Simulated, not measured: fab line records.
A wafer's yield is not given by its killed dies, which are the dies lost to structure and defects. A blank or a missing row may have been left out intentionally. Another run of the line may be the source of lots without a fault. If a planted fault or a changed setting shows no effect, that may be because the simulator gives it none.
fab line records	flow sky130
record lots=13	wafers=39	last-day=50
route steps=708 shown VIA3@594 VIA4@653 METAL5@675 PASSIVATION@681 PAD_OPEN@708
lots untouched by any fault: they come from a run of this same line in which no faults occurred
start-h: start of the lot's first displayed wafer, in hours after the record's first day	wait-h: hours elapsed since this lot's preceding step	" same as the row above	L1.1+2: a row that stands for several wafers	- no value present, or no start provided	* or withheld: withheld	< > ~ a bound
route shown NAME@n: names a module that has steps shown in the file, with the first one's number in the route	usual: mean and standard deviation over wafers with no fault	same: alike in all rows	chamber/n: place in a boat	sites: each site's reading	_std_site: standard deviation across them	_edge_site: the outer-site mean with the inner-site mean subtracted	radius-mm: for every site, how far away it sits from the centre of the wafer	mask NAME#n: copy n	behind: the most recent tool/chamber to have shaped the wafer	hold: what put the lot on hold/how long, in hours/how the hold closed	device: transistor that didn't switch, given as n, p or np	end of line: tests run on the same wafers once the route is complete	for a step that has no rows: nothing shown but its recipe	killed: dies lost to structure and defects at the first sort, not the wafer's yield	map: dies across one wafer; x = killed, . = not, _ = none there
set.NAME: the setting as run; set.NAME@STEP: as run at that earlier step	model.NAME: the simulator's own value behind a step, which no gauge read
route steps across a sampled set of lots; one table per step, one row per wafer
services: a tool's chamber out of use, with start hour (start-h, from the record's first day; less than 0 if before it), hours out, and reason
## steps
# step SKY_VIA3_CVD_21
# recipe material=W	target-thk-nm=390	time-s=117.31	temp-c=400	pressure-torr=40
# usual heater-power-w=823/70
lot.wafer	tool	chamber	start-h	wait-h	heater-power-w	since-wet-clean-h
L427.2	cvd-w-01	1	931.06	0.0	726	13
L427.3	"	1	"	"	725	-
L427.5	"	0	"	"	831	-
L430.1	cvd-w-01	1	958.05	0.0	757	40
L430.3	"	1	"	"	746	-
L430.5	"	1	"	"	747	-
L431.3	cvd-w-01	0	960.99	0.1	818	-
L431.4	"	1	"	"	728	-
L431.6	"	1	"	"	737	-
L433.2	cvd-w-01	1	1000.07	0.0	741	82
L433.4	"	1	"	"	738	-
L433.5	"	1	"	"	735	-
L434.2	cvd-w-02	1	1002.08	0.0	891	598
L434.5	"	1	"	"	894	-
L434.6	"	0	"	"	920	-
L436.3	cvd-w-01	0	1002.12	0.1	824	-
L436.5	"	1	"	"	733	-
L436.6	"	0	"	"	839	-
L437.1	cvd-w-02	1	1008.49	0.0	880	605
L437.5	"	1	"	"	890	-
L437.6	"	0	"	"	892	-
L438.1	cvd-w-02	1	1015.15	0.0	844	611
L438.3	"	1	"	"	891	-
L438.6	"	1	"	"	883	-
L441.2	cvd-w-01	0	1035.96	0.0	841	118
L441.4	"	0	"	"	835	-
L441.5	"	1	"	"	735	-
L444.1	cvd-w-02	1	1052.64	0.0	887	649
L444.3	"	1	"	"	884	-
L444.6	"	0	"	"	923	-
L445.2	cvd-w-01	1	1054.11	0.0	734	136
L445.5	"	1	"	"	749	-
L445.6	"	0	"	"	834	-
L447.1	cvd-w-01	0	1070.61	0.0	820	153
L447.4	"	1	"	"	742	-
L447.6	"	0	"	"	833	-
L449.1	cvd-w-01	0	1078.66	0.0	857	161
L449.2	"	1	"	"	730	161
L449.3	"	1	"	"	736	-
# step SKY_VIA4_STRIP_14
# recipe chemistry=post-etch-residue-remover	time-s=1200	temp-c=72.5
lot.wafer	tool	chamber	start-h	wait-h
L427.2+3+5	wet-bench-01	1	1008.88	0.1
L430.1+3+5	wet-bench-02	3	1031.33	0.1
L431.3+4+6	wet-bench-04	0	1035.58	0.0
L433.2+4+5	wet-bench-02	0	1070.71	0.1
L434.2+5+6	wet-bench-01	0	1072.43	0.1
L436.3+5+6	wet-bench-04	2	1073.53	0.0
L437.1+5+6	wet-bench-04	2	1078.86	0.1
L438.1+3+6	wet-bench-01	2	1083.63	0.1
L441.2+4+5	wet-bench-04	0	1103.23	0.1
L444.1+3+6	wet-bench-01	0	1117.91	0.1
L445.2+5+6	wet-bench-01	0	1119.36	0.1
L447.1+4+6	wet-bench-02	0	1134.83	0.1
L449.1+2+3	wet-bench-04	3	1142.16	0.1
# step SKY_METAL5_DESCUM_14
# recipe chemistry=O2	source-power-w=150	bias-power-w=0	pressure-mtorr=10	temp-c=40	time-s=11
# usual drypump-motor-current-A=5.5/0.33	oes-product-au=1.002/0.0082
lot.wafer	tool	chamber	start-h	wait-h	drypump-motor-current-A	oes-product-au	rf-hours-counter-h
L427.2	rie-metal-03	0	1033.17	0.1	5.5	0.998	11
L427.3	"	0	"	"	5.5	0.998	-
L427.5	"	0	"	"	5.5	0.987	-
L430.1	rie-metal-02	0	1054.85	0.1	6.0	1.012	15
L430.3	"	1	"	"	5.1	1.001	-
L430.5	"	1	"	"	5.1	1.009	-
L431.3	rie-metal-03	1	1058.81	0.1	5.3	1.009	-
L431.4	"	0	"	"	5.5	1.000	-
L431.6	"	1	"	"	5.2	1.004	-
L433.2	rie-metal-03	0	1092.87	0.1	5.5	1.005	15
L433.4	"	0	"	"	5.5	0.993	-
L433.5	"	0	"	"	5.5	0.984	-
L434.2	rie-metal-03	0	1094.55	0.1	5.5	0.993	16
L434.5	"	1	"	"	5.3	1.017	-
L434.6	"	0	"	"	5.5	1.001	-
L436.3	rie-metal-02	0	1095.81	0.1	5.9	1.002	-
L436.5	"	1	"	"	5.1	0.999	-
L436.6	"	0	"	"	5.9	0.996	-
L437.1	rie-metal-03	0	1100.47	0.1	5.5	0.987	17
L437.5	"	1	"	"	5.3	1.008	-
L437.6	"	0	"	"	5.5	0.990	-
L438.1	rie-metal-02	0	1105.57	0.1	5.9	1.004	18
L438.3	"	0	"	"	5.9	0.998	-
L438.6	"	1	"	"	5.1	1.000	-
L441.2	rie-metal-02	0	1124.45	0.1	5.9	1.003	20
L441.4	"	0	"	"	6.0	1.006	-
L441.5	"	1	"	"	5.0	0.994	-
L444.1	rie-metal-04	0	1138.85	0.1	5.8	1.000	18
L444.3	"	1	"	"	5.9	0.999	-
L444.6	"	0	"	"	5.8	1.002	-
L445.2	rie-metal-04	0	1140.37	0.1	5.8	1.009	18
L445.5	"	1	"	"	6.0	0.999	-
L445.6	"	0	"	"	5.8	0.994	-
L447.1	rie-metal-03	1	1154.40	0.1	5.2	1.002	17
L447.4	"	1	"	"	5.3	1.004	-
L447.6	"	0	"	"	5.5	0.985	-
L449.1	rie-metal-03	1	1161.45	0.1	5.2	1.009	18
L449.2	"	0	"	"	5.5	0.991	22
L449.3	"	1	"	"	5.2	1.003	-
# step SKY_PASSIVATION_CVD_00
# recipe material=SiO2	target-thk-nm=90	temp-c=400	time-s=withheld	rf-w=600
# usual heater-power-w=678/75
lot.wafer	tool	chamber	start-h	wait-h	heater-power-w
L427.2	pecvd-04	0	1034.03	0.0	672
L427.3	"	2	"	"	657
L427.5	"	1	"	"	735
L430.1	pecvd-03	1	1055.71	0.0	633
L430.3	"	2	"	"	704
L430.5	"	2	"	"	711
L431.3	pecvd-02	0	1059.66	0.0	590
L431.4	"	0	"	"	611
L431.6	"	2	"	"	640
L433.2	pecvd-04	2	1093.77	0.0	722
L433.4	"	2	"	"	727
L433.5	"	0	"	"	672
L434.2	pecvd-02	1	1095.49	0.0	772
L434.5	"	0	"	"	512
L434.6	"	2	"	"	697
L436.3	pecvd-02	2	1096.67	0.0	689
L436.5	"	1	"	"	798
L436.6	"	2	"	"	705
L437.1	pecvd-03	2	1101.46	0.0	730
L437.5	"	2	"	"	717
L437.6	"	1	"	"	644
L438.1	pecvd-04	2	1106.43	0.0	638
L438.3	"	0	"	"	681
L438.6	"	0	"	"	703
L441.2	pecvd-02	1	1125.35	0.0	783
L441.4	"	1	"	"	784
L441.5	"	0	"	"	555
L444.1	pecvd-04	0	1139.71	0.0	588
L444.3	"	1	"	"	685
L444.6	"	2	"	"	667
L445.2	pecvd-03	1	1141.23	0.0	609
L445.5	"	1	"	"	626
L445.6	"	2	"	"	729
L447.1	pecvd-03	1	1155.26	0.0	542
L447.4	"	2	"	"	714
L447.6	"	1	"	"	545
L449.1	pecvd-03	1	1162.32	0.0	546
L449.2	"	2	"	"	659
L449.3	"	2	"	"	672
# step SKY_PAD_OPEN_PROBE_99
# usual defect-limited-yield=82.2/1.8	killed_at_M0_to_M3=44/7.1	killed_at_M4_up=3.1/1.9	killed-at-contacts=25/5.8	killed-at-front-end=16/4.5	killed-at-other=0.3/0.52	killed-dies=88/9.1	killed-open=48/6.8	killed-short=39/5.8	sort_bin_3_pad_short=0.9/0.4	sort_bin_5_function=10.6/1.4	sort_bin_6_memory=6.3/1.1	sort-n-pass=404/9.1	sort-yield-pct=82.2/1.8
# same gross-dies=492	killed-at-back-side=0	sort_bin_4_leakage[%]=0	sort_bin_8_speed[%]=0
lot.wafer	tool	chamber	start-h	wait-h	defect-limited-yield[%]	killed_at_M0_to_M3	killed_at_M4_up	killed-at-contacts	killed-at-front-end	killed-at-other	killed-dies	killed-open	killed-short	sort_bin_3_pad_short[%]	sort_bin_5_function[%]	sort_bin_6_memory[%]	sort-n-pass	sort-yield-pct[%]
L444.1	prober-01	-	1176.57	0.1	73.4	34	62	22	13	0	131	37	35	2.8	17.5	6.3	361	73.4
L444.3	prober-01	-	1176.67	0.2	72.6	36	58	25	16	0	135	38	42	4.1	16.3	7.1	357	72.6
L444.6	prober-01	-	1176.82	0.2	75.0	28	63	18	14	0	123	43	19	3.0	16.5	5.5	369	75.0
L445.2	prober-02	-	1178.21	0.1	73.0	36	62	28	7	0	133	43	32	4.7	17.1	5.3	359	73.0
L445.5	prober-02	-	1178.36	0.2	74.0	30	69	15	14	0	128	33	30	4.5	14.8	6.7	364	74.0
L445.6	prober-02	-	1178.41	0.2	71.7	41	60	25	13	0	139	44	38	2.8	18.1	7.3	353	71.7
# killed by level:class
L444.1 VIA4:unspecified=59 CONTACT:geometric-particle:open=10 VIA1:geometric-particle:open=8 POLY_GATE:geometric-particle:short=7 CONTACT:geometric-particle:short=6 VIA2:geometric-particle:open=5 VIA3:geometric-particle:open=4 LI_CONTACT:geometric-particle:open=4
L444.3 VIA4:unspecified=55 CONTACT:geometric-particle:open=9 VIA1:geometric-particle:open=8 METAL2:geometric-particle:short=8 POLY_GATE:geometric-particle:short=5 LI_CONTACT:geometric-particle:short=5 VIA3:geometric-particle:open=5 FIELD_ISO:geometric-particle:open=4
L444.6 VIA4:unspecified=61 VIA1:geometric-particle:open=8 CONTACT:geometric-particle:open=7 LI_CONTACT:geometric-particle:open=6 VIA3:geometric-particle:open=6 FIELD_ISO:geometric-particle:open=5 CONTACT:geometric-particle:short=4 POLY_GATE:geometric-particle:open=3
L445.2 VIA4:unspecified=58 LI_CONTACT:geometric-particle:open=12 METAL2:geometric-particle:short=7 VIA2:geometric-particle:open=7 VIA1:geometric-particle:open=6 LI_CONTACT:geometric-particle:short=5 METAL1:geometric-particle:short=5 LOCAL_INTERCONNECT:geometric-particle:short=4
L445.5 VIA4:unspecified=65 METAL1:geometric-particle:short=8 LI_CONTACT:geometric-particle:open=6 VIA2:geometric-particle:open=6 VIA1:geometric-particle:open=5 FIELD_ISO:geometric-particle:open=4 LI_CONTACT:geometric-particle:short=4 VIA1:geometric-particle:short=4
L445.6 VIA4:unspecified=57 LI_CONTACT:geometric-particle:open=10 CONTACT:geometric-particle:open=8 VIA2:geometric-particle:open=7 VIA3:geometric-particle:open=7 METAL1:geometric-particle:short=5 VIA1:geometric-particle:short=5 FIELD_ISO:geometric-particle:short=4
## services
tool	chamber	start-h	hours	kind
cvd-w-02	-	908.84	1.1	repair
cvd-w-02	-	913.82	0.9	repair
cvd-w-01	0	918.00	-	clean
wet-bench-02	-	936.14	1.9	pm
rie-metal-02	-	940.56	2.8	pm
cvd-w-02	-	958.43	1.0	repair
pecvd-02	1	961.41	2.2	repair
pecvd-04	-	963.87	0.8	repair
pecvd-04	-	971.46	0.5	repair
wet-bench-01	-	975.62	0.9	repair
rie-metal-03	1	984.37	8.6	repair
cvd-w-01	-	1005.02	6.9	pm
pecvd-04	2	1012.24	14.2	repair
pecvd-02	-	1022.39	6.0	pm
wet-bench-01	-	1030.81	2.3	repair
rie-metal-03	-	1051.94	2.8	pm
cvd-w-01	-	1056.14	2.9	repair
pecvd-04	-	1059.08	5.5	pm
pecvd-03	-	1066.87	2.8	pm
pecvd-02	-	1105.28	4.6	repair
pecvd-04	2	1107.40	2.4	repair
rie-metal-04	-	1130.46	0.7	repair
cvd-w-02	0	1139.64	9.4	repair
pecvd-02	0	1155.34	4.0	repair
## key
first-sign step=SKY_PAD_OPEN_PROBE_99	reading=killed_at_M4_up	direction=up	sigmas=31	usual=3.1	struck=62.3
effect step=SKY_PAD_OPEN_PROBE_99	reading=sort_bin_3_pad_short	direction=up	sigmas=6.9	usual=0.9	struck=3.7
met-at SKY_VIA4_STRIP_14
struck-lots L444,L445
not-acting-at SKY_VIA3_CVD_21,SKY_METAL5_DESCUM_14,SKY_PASSIVATION_CVD_00
onset-between 1083.63 1117.91
fault kind=chamber-particle-source	tool=wet-bench-01	chamber=-	onset-h=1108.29	steps=SKY_VIA4_STRIP_14	rate-per-visit-cm2=1.3226	end-h=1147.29
